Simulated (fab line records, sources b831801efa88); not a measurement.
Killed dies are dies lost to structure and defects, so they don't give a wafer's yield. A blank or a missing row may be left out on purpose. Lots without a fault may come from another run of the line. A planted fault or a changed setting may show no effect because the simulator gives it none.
Split-lot experiment | flow gf180mcu | 5 lots, 23 wafers read, on a route of 602 steps

THE SPLIT
At GF_HV_LDD_DEVELOP_06 (develop time 60 s), the setting dev_temp_c was moved away from the recipe's 23 C on 9 of the 23 wafers read, by -8.0% to +15.0%. The other wafers ran this setting at the recipe's value.

The file shows no step between the split and the reading.

THE READING
cd_nm, in nm, at GF_HV_LDD_CD_MEAS_07 (target cd 400 nm). Fault-free wafers of this fab line usually give 399.0 nm, standard deviation 2 nm.

wafer  | tool, chamber at the split | dev_temp_c as run, C | against the recipe | cd_nm, nm | against lot-mates on the recipe
L074.1 | litho_track-03, 0          | 23                   | recipe             | 397.2     | -
L074.3 | litho_track-03, 0          | 21.17                | -8.0%              | 406.3     | +8.5
L074.4 | litho_track-03, 0          | 23                   | recipe             | 398.4     | -
L074.5 | litho_track-03, 0          | 21.17                | -8.0%              | 408.3     | +10.5
L074.6 | litho_track-03, 0          | 21.17                | -8.0%              | 406.5     | +8.7
L076.1 | litho_track-04, 0          | 23                   | recipe             | 401.4     | -
L076.2 | litho_track-04, 0          | 23                   | recipe             | 401.8     | -
L076.3 | litho_track-04, 0          | 25.14                | +9.3%              | 395.0     | -6.5
L076.5 | litho_track-04, 0          | 23                   | recipe             | 401.3     | -
L076.6 | litho_track-04, 0          | 25.14                | +9.3%              | 393.2     | -8.3
L078.1 | litho_track-03, 0          | 26.46                | +15.0%             | 383.9     | -13.2
L078.2 | litho_track-03, 0          | 26.46                | +15.0%             | 383.6     | -13.5
L078.3 | litho_track-03, 0          | 23                   | recipe             | 396.4     | -
L078.4 | litho_track-03, 0          | 23                   | recipe             | 398.5     | -
L078.5 | litho_track-03, 0          | 23                   | recipe             | 396.3     | -
L083.1 | litho_track-02, 0          | 24.96                | +8.5%              | 392.1     | -6.3
L083.2 | litho_track-02, 0          | 23                   | recipe             | 398.1     | -
L083.3 | litho_track-02, 0          | 23                   | recipe             | 399.9     | -
L083.4 | litho_track-02, 0          | 24.96                | +8.5%              | 391.0     | -7.4
L083.6 | litho_track-02, 0          | 23                   | recipe             | 397.1     | -
L084.1 | litho_track-02, 0          | 23                   | recipe             | 401.2     | -
L084.4 | litho_track-02, 0          | 23                   | recipe             | 401.1     | -
L084.6 | litho_track-02, 0          | 23                   | recipe             | 401.6     | -

THE FIT
A straight line over all 23 wafers: cd_nm changes by -0.927 nm for each +1% of dev_temp_c; r = -0.95; the points scatter about the line by 2.1 nm.
The same after taking each lot's own level away (the mean of its wafers on the recipe; 23 wafers): -0.933 nm for each +1%; r = -0.99; scatter 1.1 nm.
On that fit, the largest move of dev_temp_c shifts the reading by 14 nm.
The lots' own levels span 397.07 to 401.50 nm, that is 2.2 times the standard deviation above.
So the lot-to-lot level changes the slope little: the two slopes agree.
Check: with one of the wafers moved furthest among these (+15.0%) left out of the fit, the line predicts -13.6 nm for it against its lot-mates. It came out at -13.2 nm against them.

OTHER SPLITS ON THESE WAFERS
These wafers also went through other splits before the reading. Each is held against what the fit with the lots' levels taken away leaves over:
other split on the same wafers | wafers away from the commonest value | r with cd_nm (lot level and that fit taken away)
GF_POLY_GATE_PEB_08 peb_temp_c | 11                                   | -0.06
GF_POLY_GATE_ETCH_13 bias_w    | 11                                   | -0.18

THE FILE'S OWN FIT
cd_nm changes by -0.892 nm for each +1% of dev_temp_c, r = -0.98.
